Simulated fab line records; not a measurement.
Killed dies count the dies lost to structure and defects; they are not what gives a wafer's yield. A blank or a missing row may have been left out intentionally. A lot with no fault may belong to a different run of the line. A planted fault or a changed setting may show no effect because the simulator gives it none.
fab line records | flow sky130
[record] lots = 10 | wafers = 30 | last_day = 49
route steps=708 shown LI_CONTACT@363 LOCAL_INTERCONNECT@387
lots that met no fault: from a run of the same line without faults
start_h: hours from the record's first day to the start of the lot's first wafer shown | wait_h: hours elapsed since this lot's preceding step | " repeats the value in the row above | L1.1+2: a single row standing in for several wafers | - no value, or no start given | * or withheld: withheld | < > ~ a bound
route shown NAME@n: a module of which the file shows steps, and the number in the route of the first | usual: mean/standard deviation taken from wafers without a fault | same: alike in all rows | chamber/n: place in a boat | sites: readings site by site | _std_site: their standard deviation | _edge_site: outer sites' mean less inner sites' | radius_mm: how far each site lies from the wafer's centre | mask NAME#n: copy n | behind: the tool/chamber that last shaped the wafer | hold: cause of the lot's hold/its duration in hours/its outcome | device: names the non-switching transistor (n, p or np) | end of line: tests run on the same wafers once the route is complete | for a step that has no rows: nothing shown but its recipe | killed: not the wafer's yield, but the dies lost to structure and defects at the first sort | map: a wafer's dies, marking killed ones x, the rest . and places with no die _
set.NAME: the setting that was run; set.NAME@STEP: the one run at that earlier step | model.NAME: the simulator's own value behind a step, which no gauge read
steps of the route over a sample of lots; a table a step, a row a wafer
services: a tool's chamber out of use, with start hour (start_h, from the record's first day; less than 0 if before it), hours out, and reason
[[steps]]
[step SKY_LI_CONTACT_THK_MEAS_01]
[recipe] reads = PSG_of_LI_CONTACT_HDPCVD_00
[usual] LI_CONTACT_HDPCVD_THK = 931/10
lot.wafer | tool          | chamber | start_h | wait_h | LI_CONTACT_HDPCVD_THK[nm]
L840.2    | film_metro-03 | -       | 651.71  | 0.1    | 926
L840.4    | "             | -       | "       | "      | 926
L840.6    | "             | -       | "       | "      | 930
L843.1    | film_metro-03 | -       | 690.38  | 0.1    | 927
L843.3    | "             | -       | "       | "      | 935
L843.4    | "             | -       | "       | "      | 943
L845.1    | film_metro-02 | -       | 700.75  | 0.1    | 915
L845.3    | "             | -       | "       | "      | 937
L845.5    | "             | -       | "       | "      | 918
L846.2    | film_metro-03 | -       | 701.49  | 0.1    | 922
L846.3    | "             | -       | "       | "      | 919
L846.4    | "             | -       | "       | "      | 930
L847.2    | film_metro-03 | -       | 709.67  | 0.1    | 949
L847.4    | "             | -       | "       | "      | 946
L847.5    | "             | -       | "       | "      | 944
L850.3    | film_metro-03 | -       | 733.72  | 0.1    | 924
L850.4    | "             | -       | "       | "      | 936
L850.5    | "             | -       | "       | "      | 927
L851.1    | film_metro-03 | -       | 739.05  | 0.1    | 919
L851.4    | "             | -       | "       | "      | 918
L851.6    | "             | -       | "       | "      | 924
L853.4    | film_metro-04 | -       | 757.98  | 0.0    | 933
L853.5    | "             | -       | "       | "      | 910
L853.6    | "             | -       | "       | "      | 940
L854.2    | film_metro-04 | -       | 761.11  | 0.1    | 929
L854.3    | "             | -       | "       | "      | 919
L854.6    | "             | -       | "       | "      | 919
L859.1    | film_metro-02 | -       | 805.41  | 0.1    | 924
L859.5    | "             | -       | "       | "      | 938
L859.6    | "             | -       | "       | "      | 936
[step SKY_LI_CONTACT_SPUTTER_19]
[recipe] material = Ti | target_thk_nm = 20 | chamber_pressure_pa = 5 | power_w = 2500 | substrate_temp_c = 200 | time_s = 106.37
[usual] substrate_temp_c = 200.02/0.18 | throttle_valve_pct = 30.4/0.72
lot.wafer | tool           | chamber | start_h | wait_h | substrate_temp_c | throttle_valve_pct
L840.2    | pvd_sputter-03 | -       | 680.94  | 0.0    | 200.10           | 30.4
L840.4    | "              | -       | "       | "      | 199.96           | 30.7
L840.6    | "              | -       | "       | "      | 199.90           | 30.9
L843.1    | pvd_sputter-02 | -       | 719.17  | 0.0    | 200.14           | 31.6
L843.3    | "              | -       | "       | "      | 200.19           | 29.7
L843.4    | "              | -       | "       | "      | 200.01           | 30.1
L845.1    | pvd_sputter-01 | -       | 729.76  | 0.0    | 199.96           | 30.7
L845.3    | "              | -       | "       | "      | 199.75           | 30.1
L845.5    | "              | -       | "       | "      | 199.72           | 30.2
L846.2    | pvd_sputter-02 | -       | 731.21  | 0.0    | 199.89           | 31.5
L846.3    | "              | -       | "       | "      | 199.80           | 30.0
L846.4    | "              | -       | "       | "      | 200.16           | 29.5
L847.2    | pvd_sputter-02 | -       | 738.62  | 0.0    | 199.98           | 30.1
L847.4    | "              | -       | "       | "      | 199.87           | 29.5
L847.5    | "              | -       | "       | "      | 200.16           | 31.8
L850.3    | pvd_sputter-02 | -       | 761.96  | 0.0    | 200.22           | 31.2
L850.4    | "              | -       | "       | "      | 200.04           | 30.0
L850.5    | "              | -       | "       | "      | 200.11           | 31.4
L851.1    | pvd_sputter-02 | -       | 766.76  | 0.0    | 200.20           | 29.6
L851.4    | "              | -       | "       | "      | 199.83           | 29.7
L851.6    | "              | -       | "       | "      | 199.69           | 29.9
L853.4    | pvd_sputter-02 | -       | 785.06  | 0.0    | 200.14           | 29.4
L853.5    | "              | -       | "       | "      | 200.31           | 29.6
L853.6    | "              | -       | "       | "      | 199.71           | 31.3
L854.2    | pvd_sputter-01 | -       | 789.59  | 0.0    | 200.36           | 30.4
L854.3    | "              | -       | "       | "      | 199.59           | 29.9
L854.6    | "              | -       | "       | "      | 200.11           | 30.1
L859.1    | pvd_sputter-02 | -       | 831.91  | 0.0    | 199.79           | 31.3
L859.5    | "              | -       | "       | "      | 199.70           | 31.5
L859.6    | "              | -       | "       | "      | 200.06           | 29.6
[step SKY_LOCAL_INTERCONNECT_SPUTTER_00]
[recipe] material = TiN | target_thk_nm = 100 | temp_c = 300 | power_w = 6500 | time_s = 83.3 | chamber_pressure_pa = 0.4
[usual] substrate_temp_c = 299.99/0.2 | throttle_valve_pct = 30.5/0.88
lot.wafer | tool           | chamber | start_h | wait_h | substrate_temp_c | throttle_valve_pct
L840.2    | pvd_sputter-04 | -       | 681.68  | 0.1    | 299.76           | 29.4
L840.4    | "              | -       | "       | "      | 299.55           | 29.2
L840.6    | "              | -       | "       | "      | 300.56           | 31.1
L843.1    | pvd_sputter-04 | -       | 719.91  | 0.1    | 300.05           | 29.3
L843.3    | "              | -       | "       | "      | 300.00           | 30.8
L843.4    | "              | -       | "       | "      | 299.88           | 32.2
L845.1    | pvd_sputter-01 | -       | 730.50  | 0.2    | 300.22           | 30.2
L845.3    | "              | -       | "       | "      | 300.01           | 29.9
L845.5    | "              | -       | "       | "      | 300.16           | 31.7
L846.2    | pvd_sputter-01 | -       | 731.95  | 0.1    | 299.60           | 30.0
L846.3    | "              | -       | "       | "      | 300.27           | 30.3
L846.4    | "              | -       | "       | "      | 300.02           | 30.2
L847.2    | pvd_sputter-01 | -       | 739.37  | 0.2    | 300.25           | 30.3
L847.4    | "              | -       | "       | "      | 299.96           | 31.5
L847.5    | "              | -       | "       | "      | 299.85           | 30.6
L850.3    | pvd_sputter-01 | -       | 762.70  | 0.2    | 299.81           | 29.8
L850.4    | "              | -       | "       | "      | 299.87           | 30.7
L850.5    | "              | -       | "       | "      | 299.81           | 30.4
L851.1    | pvd_sputter-02 | -       | 767.50  | 0.1    | 300.48           | 30.0
L851.4    | "              | -       | "       | "      | 299.76           | 29.8
L851.6    | "              | -       | "       | "      | 300.27           | 29.9
L853.4    | pvd_sputter-04 | -       | 785.80  | 0.1    | 299.97           | 30.4
L853.5    | "              | -       | "       | "      | 299.72           | 30.4
L853.6    | "              | -       | "       | "      | 299.99           | 31.1
L854.2    | pvd_sputter-04 | -       | 790.34  | 0.2    | 299.83           | 29.5
L854.3    | "              | -       | "       | "      | 300.26           | 30.2
L854.6    | "              | -       | "       | "      | 300.24           | 31.2
L859.1    | pvd_sputter-04 | -       | 832.65  | 0.2    | 300.23           | 30.5
L859.5    | "              | -       | "       | "      | 299.78           | 28.9
L859.6    | "              | -       | "       | "      | 299.93           | 31.1
[step SKY_LOCAL_INTERCONNECT_RS_MEAS_01]
[recipe] thk_meas_gauge = four-point-probe | reads = TiN_of_LOCAL_INTERCONNECT_SPUTTER_00
[usual] LOCAL_INTERCONNECT_TIN_RS = 14.08/0.17
lot.wafer | tool          | chamber | start_h | wait_h | LOCAL_INTERCONNECT_TIN_RS[ohm/sq]
L840.2    | film_metro-03 | -       | 681.77  | 0.1    | 14.10
L840.4    | "             | -       | "       | "      | 14.15
L840.6    | "             | -       | "       | "      | 13.98
L843.1    | film_metro-02 | -       | 719.98  | 0.0    | 13.95
L843.3    | "             | -       | "       | "      | 13.76
L843.4    | "             | -       | "       | "      | 13.98
L845.1    | film_metro-03 | -       | 730.56  | 0.0    | 14.25
L845.3    | "             | -       | "       | "      | 14.01
L845.5    | "             | -       | "       | "      | 14.21
L846.2    | film_metro-01 | -       | 732.03  | 0.1    | 14.03
L846.3    | "             | -       | "       | "      | 13.97
L846.4    | "             | -       | "       | "      | 14.22
L847.2    | film_metro-01 | -       | 739.45  | 0.1    | 14.35
L847.4    | "             | -       | "       | "      | 14.37
L847.5    | "             | -       | "       | "      | 14.17
L850.3    | film_metro-03 | -       | 762.80  | 0.1    | 13.92
L850.4    | "             | -       | "       | "      | 13.85
L850.5    | "             | -       | "       | "      | 13.92
L851.1    | film_metro-01 | -       | 767.56  | 0.0    | 14.16
L851.4    | "             | -       | "       | "      | 13.99
L851.6    | "             | -       | "       | "      | 14.20
L853.4    | film_metro-01 | -       | 785.93  | 0.1    | 14.11
L853.5    | "             | -       | "       | "      | 14.19
L853.6    | "             | -       | "       | "      | 13.91
L854.2    | film_metro-03 | -       | 790.42  | 0.1    | 14.02
L854.3    | "             | -       | "       | "      | 14.07
L854.6    | "             | -       | "       | "      | 13.82
L859.1    | film_metro-03 | -       | 832.71  | 0.0    | 12.16
L859.5    | "             | -       | "       | "      | 14.23
L859.6    | "             | -       | "       | "      | 14.05
[step SKY_LOCAL_INTERCONNECT_THK_MEAS_02]
[recipe] thk_meas_gauge = xrf | reads = TiN_of_LOCAL_INTERCONNECT_SPUTTER_00
[usual] LOCAL_INTERCONNECT_TIN_THK = 99.1/1.2
lot.wafer | tool          | chamber | start_h | wait_h | LOCAL_INTERCONNECT_TIN_THK[nm]
L840.2    | film_metro-03 | -       | 681.88  | 0.1    | 99.0
L840.4    | "             | -       | "       | "      | 99.2
L840.6    | "             | -       | "       | "      | 100.0
L843.1    | film_metro-02 | -       | 720.10  | 0.1    | 99.5
L843.3    | "             | -       | "       | "      | 101.1
L843.4    | "             | -       | "       | "      | 99.7
L845.1    | film_metro-03 | -       | 730.68  | 0.1    | 98.7
L845.3    | "             | -       | "       | "      | 100.7
L845.5    | "             | -       | "       | "      | 99.2
L846.2    | film_metro-01 | -       | 732.14  | 0.1    | 99.4
L846.3    | "             | -       | "       | "      | 99.7
L846.4    | "             | -       | "       | "      | 97.7
L847.2    | film_metro-01 | -       | 739.56  | 0.1    | 97.2
L847.4    | "             | -       | "       | "      | 97.0
L847.5    | "             | -       | "       | "      | 98.0
L850.3    | film_metro-03 | -       | 762.90  | 0.1    | 100.2
L850.4    | "             | -       | "       | "      | 100.6
L850.5    | "             | -       | "       | "      | 100.0
L851.1    | film_metro-01 | -       | 767.68  | 0.1    | 98.6
L851.4    | "             | -       | "       | "      | 99.6
L851.6    | "             | -       | "       | "      | 98.5
L853.4    | film_metro-01 | -       | 786.02  | 0.1    | 98.5
L853.5    | "             | -       | "       | "      | 98.3
L853.6    | "             | -       | "       | "      | 100.3
L854.2    | film_metro-03 | -       | 790.53  | 0.1    | 100.0
L854.3    | "             | -       | "       | "      | 100.0
L854.6    | "             | -       | "       | "      | 101.4
L859.1    | film_metro-03 | -       | 832.83  | 0.1    | 113.7
L859.5    | "             | -       | "       | "      | 98.1
L859.6    | "             | -       | "       | "      | 99.4
[step SKY_LOCAL_INTERCONNECT_ETCH_13]
[recipe] chemistry = N2/H2 | target = BARC | ion_energy_ev = 200 | bias_w = 100 | pressure_mtorr = 30 | n2_flow_sccm = 100 | h2_flow_sccm = 200 | icp_w = 500 | stop_on = SiO2 | time_s = 45.9 | target_depth_a = 600
[usual] chamber_pressure_mTorr = 30.000/0.026 | drypump_motor_current_A = 5.69/0.28 | oes_product_au = 0.855/0.0047 | throttle_valve_pct = 13.224/0.0095
lot.wafer | tool         | chamber | start_h | wait_h | chamber_pressure_mTorr | drypump_motor_current_A | oes_product_au | rf_hours_counter_h | throttle_valve_pct
L840.2    | rie_metal-02 | 0       | 709.87  | 0.0    | 30.005                 | 6.12                    | 0.861          | 10.2               | 13.225
L840.4    | "            | 0       | "       | "      | 30.045                 | 6.11                    | 0.852          | -                  | 13.224
L840.6    | "            | 1       | "       | "      | 30.036                 | 6.17                    | 0.858          | -                  | 13.221
L843.1    | rie_metal-04 | 1       | 748.45  | 0.0    | 29.959                 | 5.66                    | 0.844          | 5.4                | 13.225
L843.3    | "            | 1       | "       | "      | 29.967                 | 5.65                    | 0.857          | -                  | 13.208
L843.4    | "            | 0       | "       | "      | 29.984                 | 5.47                    | 0.852          | -                  | 13.228
L845.1    | rie_metal-01 | 1       | 758.24  | 0.0    | 29.996                 | 5.35                    | 0.851          | 6.2                | 13.232
L845.3    | "            | 0       | "       | "      | 29.960                 | 5.69                    | 0.856          | -                  | 13.233
L845.5    | "            | 1       | "       | "      | 30.004                 | 5.36                    | 0.857          | -                  | 13.225
L846.2    | rie_metal-01 | 0       | 759.54  | 0.0    | 29.973                 | 5.68                    | 0.860          | 6.8                | 13.227
L846.3    | "            | 0       | "       | "      | 29.975                 | 5.65                    | 0.846          | -                  | 13.233
L846.4    | "            | 1       | "       | "      | 30.013                 | 5.36                    | 0.851          | -                  | 13.226
L847.2    | rie_metal-01 | 0       | 767.25  | 0.0    | 30.007                 | 5.68                    | 0.849          | 6.9                | 13.218
L847.4    | "            | 1       | "       | "      | 30.020                 | 5.36                    | 0.858          | -                  | 13.221
L847.5    | "            | 0       | "       | "      | 29.975                 | 5.69                    | 0.846          | -                  | 13.227
L850.3    | rie_metal-04 | 0       | 789.84  | 0.0    | 29.981                 | 5.47                    | 0.844          | -                  | 13.229
L850.4    | "            | 1       | "       | "      | 30.026                 | 5.68                    | 0.859          | -                  | 13.251
L850.5    | "            | 1       | "       | "      | 30.059                 | 5.67                    | 0.855          | -                  | 13.246
L851.1    | rie_metal-04 | 1       | 795.10  | 0.0    | 30.008                 | 5.68                    | 0.856          | 7.1                | 13.230
L851.4    | "            | 1       | "       | "      | 29.995                 | 5.67                    | 0.860          | -                  | 13.224
L851.6    | "            | 1       | "       | "      | 30.017                 | 5.67                    | 0.850          | -                  | 13.228
L853.4    | rie_metal-01 | 0       | 811.67  | 0.0    | 30.044                 | 5.64                    | 0.852          | -                  | 13.238
L853.5    | "            | 1       | "       | "      | 29.977                 | 5.38                    | 0.852          | -                  | 13.227
L853.6    | "            | 0       | "       | "      | 30.005                 | 5.64                    | 0.845          | -                  | 13.213
L854.2    | rie_metal-04 | 0       | 817.57  | 0.0    | 29.981                 | 5.49                    | 0.853          | 6.0                | 13.215
L854.3    | "            | 0       | "       | "      | 30.039                 | 5.48                    | 0.857          | -                  | 13.215
L854.6    | "            | 0       | "       | "      | 30.009                 | 5.48                    | 0.859          | -                  | 13.236
L859.1    | rie_metal-04 | 0       | 858.97  | 0.0    | 29.998                 | 5.46                    | 0.852          | 7.5                | 13.226
L859.5    | "            | 0       | "       | "      | 29.974                 | 5.47                    | 0.851          | -                  | 13.208
L859.6    | "            | 1       | "       | "      | 30.007                 | 5.63                    | 0.849          | -                  | 13.208
[step SKY_LOCAL_INTERCONNECT_METAL_ETCH_14]
[recipe] target_depth_nm = 110 | stop_on = PSG | chemistry = Cl2/BCl3 | target = TiN | resist_sidewall_deg = 88 | pressure_mtorr = 10 | icp_w = 900 | bias_w = 48.5 | Cl2_flow_sccm = 60 | bcl3_flow_sccm = 30 | time_s = 31.4
[usual] chamber_pressure_mTorr = 10.001/0.01 | drypump_motor_current_A = 5.68/0.28 | oes_product_au = 0.943/0.0079 | throttle_valve_pct = 21.900/0.0093
lot.wafer | tool         | chamber | start_h | wait_h | chamber_pressure_mTorr | drypump_motor_current_A | oes_product_au | rf_hours_counter_h | throttle_valve_pct
L840.2    | rie_metal-02 | 0       | 709.93  | 0.0    | 10.006                 | 6.09                    | 0.946          | 10.2               | 21.899
L840.4    | "            | 0       | "       | "      | 10.000                 | 6.12                    | 0.938          | -                  | 21.890
L840.6    | "            | 1       | "       | "      | 10.006                 | 6.15                    | 0.945          | -                  | 21.898
L843.1    | rie_metal-04 | 1       | 748.52  | 0.0    | 10.006                 | 5.65                    | 0.944          | 5.4                | 21.899
L843.3    | "            | 1       | "       | "      | 10.015                 | 5.64                    | 0.950          | -                  | 21.890
L843.4    | "            | 0       | "       | "      | 10.008                 | 5.45                    | 0.943          | -                  | 21.871
L845.1    | rie_metal-01 | 1       | 758.30  | 0.0    | 10.000                 | 5.33                    | 0.937          | 6.2                | 21.891
L845.3    | "            | 0       | "       | "      | 10.012                 | 5.65                    | 0.947          | -                  | 21.886
L845.5    | "            | 1       | "       | "      | 9.997                  | 5.35                    | 0.940          | -                  | 21.904
L846.2    | rie_metal-01 | 0       | 759.60  | 0.0    | 9.993                  | 5.69                    | 0.949          | 6.9                | 21.903
L846.3    | "            | 0       | "       | "      | 10.024                 | 5.64                    | 0.949          | -                  | 21.896
L846.4    | "            | 1       | "       | "      | 9.997                  | 5.34                    | 0.937          | -                  | 21.910
L847.2    | rie_metal-01 | 0       | 767.32  | 0.0    | 9.996                  | 5.69                    | 0.937          | 7.0                | 21.899
L847.4    | "            | 1       | "       | "      | 10.013                 | 5.36                    | 0.934          | -                  | 21.910
L847.5    | "            | 0       | "       | "      | 10.006                 | 5.71                    | 0.934          | -                  | 21.888
L850.3    | rie_metal-04 | 0       | 789.90  | 0.0    | 10.014                 | 5.46                    | 0.945          | -                  | 21.900
L850.4    | "            | 1       | "       | "      | 10.005                 | 5.64                    | 0.955          | -                  | 21.880
L850.5    | "            | 1       | "       | "      | 10.007                 | 5.66                    | 0.943          | -                  | 21.888
L851.1    | rie_metal-04 | 1       | 795.17  | 0.0    | 10.012                 | 5.67                    | 0.934          | 7.1                | 21.903
L851.4    | "            | 1       | "       | "      | 10.004                 | 5.64                    | 0.941          | -                  | 21.919
L851.6    | "            | 1       | "       | "      | 10.005                 | 5.65                    | 0.935          | -                  | 21.900
L853.4    | rie_metal-01 | 0       | 811.73  | 0.0    | 9.997                  | 5.66                    | 0.940          | -                  | 21.896
L853.5    | "            | 1       | "       | "      | 9.991                  | 5.35                    | 0.930          | -                  | 21.911
L853.6    | "            | 0       | "       | "      | 9.995                  | 5.68                    | 0.957          | -                  | 21.904
L854.2    | rie_metal-04 | 0       | 817.63  | 0.0    | 10.009                 | 5.47                    | 0.945          | 6.1                | 21.896
L854.3    | "            | 0       | "       | "      | 10.009                 | 5.48                    | 0.946          | -                  | 21.880
L854.6    | "            | 0       | "       | "      | 10.002                 | 5.47                    | 0.955          | -                  | 21.896
L859.1    | rie_metal-04 | 0       | 859.03  | 0.0    | 9.988                  | 5.44                    | 1.002          | 7.6                | 21.862
L859.5    | "            | 0       | "       | "      | 9.993                  | 5.45                    | 0.936          | -                  | 21.910
L859.6    | "            | 1       | "       | "      | 9.999                  | 5.65                    | 0.946          | -                  | 21.901
[[services]]
tool           | chamber | start_h | hours | kind
rie_metal-01   | 0       | 675.72  | 14.0  | repair
pvd_sputter-04 | 1       | 680.09  | -     | consumable_replace:kit
pvd_sputter-04 | 1       | 680.09  | 18.0  | scheduled_down
pvd_sputter-04 | 1       | 680.09  | 18.0  | vent_cycle
pvd_sputter-03 | -       | 693.99  | 0.9   | repair
pvd_sputter-03 | 2       | 707.06  | -     | consumable_replace:kit
pvd_sputter-03 | 2       | 707.06  | 18.0  | scheduled_down
pvd_sputter-03 | 2       | 707.06  | 18.0  | vent_cycle
rie_metal-04   | 1       | 708.23  | 1.9   | repair
pvd_sputter-01 | -       | 708.84  | 4.2   | repair
pvd_sputter-03 | -       | 747.19  | 1.1   | repair
rie_metal-01   | 1       | 748.65  | 1.4   | repair
pvd_sputter-04 | -       | 750.07  | 5.3   | repair
pvd_sputter-04 | -       | 796.37  | 2.6   | repair
pvd_sputter-02 | -       | 809.80  | 2.2   | repair
pvd_sputter-03 | -       | 810.95  | 59.8  | repair
pvd_sputter-03 | -       | 814.59  | 5.3   | repair
pvd_sputter-03 | -       | 826.66  | 2.2   | repair
pvd_sputter-02 | -       | 839.16  | 3.3   | repair
pvd_sputter-04 | 0       | 846.48  | -     | consumable_replace:kit
pvd_sputter-04 | 0       | 846.48  | 18.0  | scheduled_down
pvd_sputter-04 | 0       | 846.48  | 18.0  | vent_cycle
pvd_sputter-04 | -       | 847.75  | 4.6   | repair
[[key]]
[first_sign] step = SKY_LOCAL_INTERCONNECT_RS_MEAS_01 | reading = LOCAL_INTERCONNECT_TIN_RS | direction = down | sigmas = 11 | usual = 14.08 | struck = 12.16
[effect] step = SKY_LOCAL_INTERCONNECT_THK_MEAS_02 | reading = LOCAL_INTERCONNECT_TIN_THK | direction = up | sigmas = 13 | usual = 99.1 | struck = 113.7
[effect] step = SKY_LOCAL_INTERCONNECT_METAL_ETCH_14 | reading = oes_product_au | direction = up | sigmas = 7.4 | usual = 0.943 | struck = 1.002
met_at SKY_LOCAL_INTERCONNECT_SPUTTER_00
struck_lots L859
struck_wafers L859.1
tester_left_out L859
not_acting_at SKY_LI_CONTACT_THK_MEAS_01,SKY_LI_CONTACT_SPUTTER_19,SKY_LOCAL_INTERCONNECT_ETCH_13
onset_between 790.34 832.65
[fault] kind = process_parameter_drift | tool = pvd_sputter-04 | chamber = - | onset_h = 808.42 | steps = SKY_LOCAL_INTERCONNECT_SPUTTER_00 | channel = time_s | offset = * | shape = step | end_h = 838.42 | acts_in = * | stated = * | scope = struck_wafers_only
// tester_left_out: of these lots the tester's yield and bins aren't shown, on N5 and GAA mostly nor the transistor test; their killed dies are dies lost to structure and defects alone, not to doping, threshold or leakage, so they don't give the yield
